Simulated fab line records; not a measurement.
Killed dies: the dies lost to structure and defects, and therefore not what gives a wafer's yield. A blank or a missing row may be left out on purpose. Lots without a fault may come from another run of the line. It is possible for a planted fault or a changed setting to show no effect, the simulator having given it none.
Which tool did it?    flow gf180mcu    13 lots, 38 wafers sampled, at 5 steps of a route of 602

WHAT THE GAUGES READ, wafer by wafer
GF_VT_IMPLANT_TW_MEAS_21. Usual: VT_IMPLANT_2_TW 1210, standard deviation 5.9.
lot   measured      on             VT_IMPLANT_2_TW  flag
L173  day 6 12:37   film-metro-03  1208 1208 1201   
L174  day 6 18:10   film-metro-04  1220 1215 1220   
L176  day 7 06:47   film-metro-04  1215 1212 1217   
L177  day 7 11:11   film-metro-03  1207 1204 1211   
L178  day 7 19:44   film-metro-03  1206 1212 1204   
L179  day 8 02:25   film-metro-02  1206 1211 1201   
L186  day 9 20:37   film-metro-03  1126 1200        OFF
L187  day 10 05:00  film-metro-04  1126 1221 1213   OFF
L188  day 10 11:35  film-metro-02  1209 1207 1209   
L189  day 10 16:55  film-metro-02  1210 1197 1202   
L193  day 11 18:58  film-metro-02  1206 1204 1193   
L194  day 12 01:44  film-metro-03  1211 1216 1221   
L196  day 12 14:31  film-metro-03  1211 1211 1210   

GF_VT_IMPLANT_OVL_MEAS_29. Usual: VT_IMPLANT_02_OVL 1.3 nm, standard deviation 1.6.
lot   measured      on          VT_IMPLANT_02_OVL (nm)  flag
L173  day 7 04:20   overlay-02  1.2 1.2 -0.1            
L174  day 7 09:38   overlay-02  0.3 1.6 -0.8            
L176  day 7 23:17   overlay-01  3.4 1.8 2.4             
L177  day 8 03:32   overlay-02  0.8 1.2 0.8             
L178  day 8 12:20   overlay-01  3.3 2.5 2.4             
L179  day 8 19:14   overlay-02  2.2 1.6 0.7             
L186  day 10 15:08  overlay-02  -0.4 0.9                
L187  day 10 23:29  overlay-02  1.2 0.6 -1.5            
L188  day 11 05:53  overlay-02  1.6 0.7 0.9             
L189  day 11 11:14  overlay-02  3.5 2.5 4.1             
L193  day 12 15:05  overlay-01  3.9 3.1 4.9             
L194  day 12 21:05  overlay-01  2.4 1.4 0.9             
L196  day 13 10:23  overlay-02  0.0 0.3 -0.3            

GF_VT_IMPLANT_TW_MEAS_43. Usual: VT_IMPLANT_4_TW 688, standard deviation 3.1.
lot   measured      on             VT_IMPLANT_4_TW  flag
L173  day 7 21:31   film-metro-03  686 688 689      
L174  day 8 02:34   film-metro-03  686 685 684      
L176  day 8 16:08   film-metro-04  684 687 688      
L177  day 8 20:47   film-metro-04  687 688 692      
L178  day 9 05:58   film-metro-03  687 686 687      
L179  day 9 12:43   film-metro-04  691 693 692      
L186  day 11 10:07  film-metro-03  689 691          
L187  day 11 19:19  film-metro-02  684 683 684      
L188  day 12 01:26  film-metro-03  692 692 690      
L189  day 12 07:22  film-metro-03  691 689 689      
L193  day 13 12:13  film-metro-04  689 688 687      
L194  day 13 18:50  film-metro-03  687 690 687      
L196  day 14 08:13  film-metro-02  686 685 685      

TOOL THAT RAN EACH LOT (tool first, then ch and the chambers of the sampled wafers, then the start)
lot   GF_MVPSD_STRIP_10                     GF_VT_IMPLANT_IMPLANT_19
L173  plasma-asher-01 ch 0,1, day 5 05:52   implanter-03 ch 0, day 6 12:22
L174  plasma-asher-01 ch 0,1, day 5 10:40   implanter-03 ch 0, day 6 17:55
L176  plasma-asher-04 ch 0,1, day 5 22:25   implanter-04 ch 0, day 7 06:34
L177  plasma-asher-04 ch 0,1, day 6 03:38   implanter-04 ch 0, day 7 10:58
L178  plasma-asher-02 ch 0,1, day 6 11:25   implanter-01 ch 0, day 7 19:29
L179  plasma-asher-01 ch 0,1, day 6 16:25   implanter-03 ch 0, day 8 02:10
L186  plasma-asher-04 ch 1, day 8 09:43     implanter-01 ch 0, day 9 20:22
L187  plasma-asher-04 ch 0,1, day 8 17:46   implanter-01 ch 0, day 10 04:43
L188  plasma-asher-01 ch 0,1, day 8 22:55   implanter-04 ch 0, day 10 11:21
L189  plasma-asher-01 ch 0,1, day 9 04:37   implanter-03 ch 0, day 10 16:40
L193  plasma-asher-01 ch 0,1, day 10 04:19  implanter-03 ch 0, day 11 18:43
L194  plasma-asher-01 ch 0,1, day 10 11:34  implanter-03 ch 0, day 12 01:29
L196  plasma-asher-04 ch 0, day 10 22:49    implanter-03 ch 0, day 12 14:17
- GF_MVPSD_STRIP_10: strips in O2/N2.
- GF_VT_IMPLANT_IMPLANT_19

WHAT THE TOOLS THEMSELVES READ (means of the sampled wafers that have a number; where no wafer has one, the mark that the record gives instead)
GF_MVPSD_STRIP_10. Usual: drypump-motor-current-A 5.49 A, standard deviation 0.21; heater-power-w 341 W, standard deviation 28; o2-flow-sccm 3001 sccm, standard deviation 9.1; oes-product-au 0.722 a.u., standard deviation 0.005; platen-temp-c 249.99 C, standard deviation 0.18; strip-time-to-endpoint-s 36.94 s, standard deviation 0.1.
lot   tool             drypump-motor-current-A (A)  heater-power-w (W)  o2-flow-sccm (sccm)  oes-product-au (a.u.)  platen-temp-c (C)  strip-time-to-endpoint-s (s)  flag
L173  plasma-asher-01  5.47                         362                 3006                 0.721                  249.80             36.90                         
L174  plasma-asher-01  5.45                         363                 3005                 0.717                  249.95             36.74                         
L176  plasma-asher-04  5.57                         314                 3001                 0.723                  250.11             36.90                         
L177  plasma-asher-04  5.57                         316                 2999                 0.727                  249.75             36.89                         
L178  plasma-asher-02  5.89                         354                 2999                 0.721                  250.05             36.92                         
L179  plasma-asher-01  5.46                         364                 3001                 0.721                  250.00             36.90                         
L186  plasma-asher-04  5.50                         336                 2989                 0.724                  249.82             36.91                         
L187  plasma-asher-04  5.53                         321                 3005                 0.725                  250.03             36.94                         
L188  plasma-asher-01  5.45                         365                 3002                 0.726                  250.04             36.99                         
L189  plasma-asher-01  5.36                         346                 2994                 0.726                  249.95             37.02                         
L193  plasma-asher-01  5.36                         343                 3009                 0.724                  250.17             36.92                         
L194  plasma-asher-01  5.46                         364                 2993                 0.721                  249.85             36.89                         
L196  plasma-asher-04  5.60                         302                 3006                 0.723                  250.03             36.89                         

GF_VT_IMPLANT_IMPLANT_19. Usual: beam-on-s 9.98 s, standard deviation 0.21; faraday-current-uA 24.6, standard deviation 0.52.
lot   tool          beam-on-s (s)  faraday-current-uA  flag
L173  implanter-03  10.09          24.3                
L174  implanter-03  10.06          24.4                
L176  implanter-04  9.81           25.0                
L177  implanter-04  10.01          24.5                
L178  implanter-01  9.68           25.3                
L179  implanter-03  10.21          24.0                
L186  implanter-01  8.97           27.6                OFF
L187  implanter-01  9.34           26.6                OFF
L188  implanter-04  9.99           24.6                
L189  implanter-03  9.85           24.9                
L193  implanter-03  9.95           24.7                
L194  implanter-03  9.85           24.9                
L196  implanter-03  9.94           24.7                

THE ANSWER, worked out from the rows above alone
Rule: a lot is off if the mean of its wafers that have a number lies more than 3 standard deviations from the usual mean. A lot without any number at a reading at which 4 lots or more have one is off too. Where the step has rows for the other lots, those lots are counted as sound. After the gauges, taken in route order, come the tools' own readings; for these a lot's mean is taken, as printed above. At the first step where some lot is off, the reading lying furthest off is the one used; lots without a number count as furthest.
Off: at GF_VT_IMPLANT_TW_MEAS_21 (VT_IMPLANT_2_TW), L186, L187.
If a tool, at a process step before that reading, ran all the lots that are off and no sound lot after the first of them, it fits. The gauges at GF_VT_IMPLANT_TW_MEAS_21 aren't tried: what is off there is off at GF_VT_IMPLANT_IMPLANT_19 too, on other tools, and a gauge's error can't cause that. One fits: GF_VT_IMPLANT_IMPLANT_19 on implanter-01. A fault onset in the window from L178 (day 7 19:29, its last sound lot) to L186 (day 9 20:22, its first lot off) fits.
The tool's own readings at GF_VT_IMPLANT_IMPLANT_19 bear it out: on the lots that are off they differ by more than 5 times the standard deviation of the sound lots' means. beam-on-s reads 9.16 s there against 9.95 s on the sound lots; faraday-current-uA reads 27.1 there against 24.7 on the sound lots.

WHAT HAD BEEN PUT IN BY THE SIMULATOR
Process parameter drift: implanter-01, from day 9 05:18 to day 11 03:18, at GF_VT_IMPLANT_IMPLANT_19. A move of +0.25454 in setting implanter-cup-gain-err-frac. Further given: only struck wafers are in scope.
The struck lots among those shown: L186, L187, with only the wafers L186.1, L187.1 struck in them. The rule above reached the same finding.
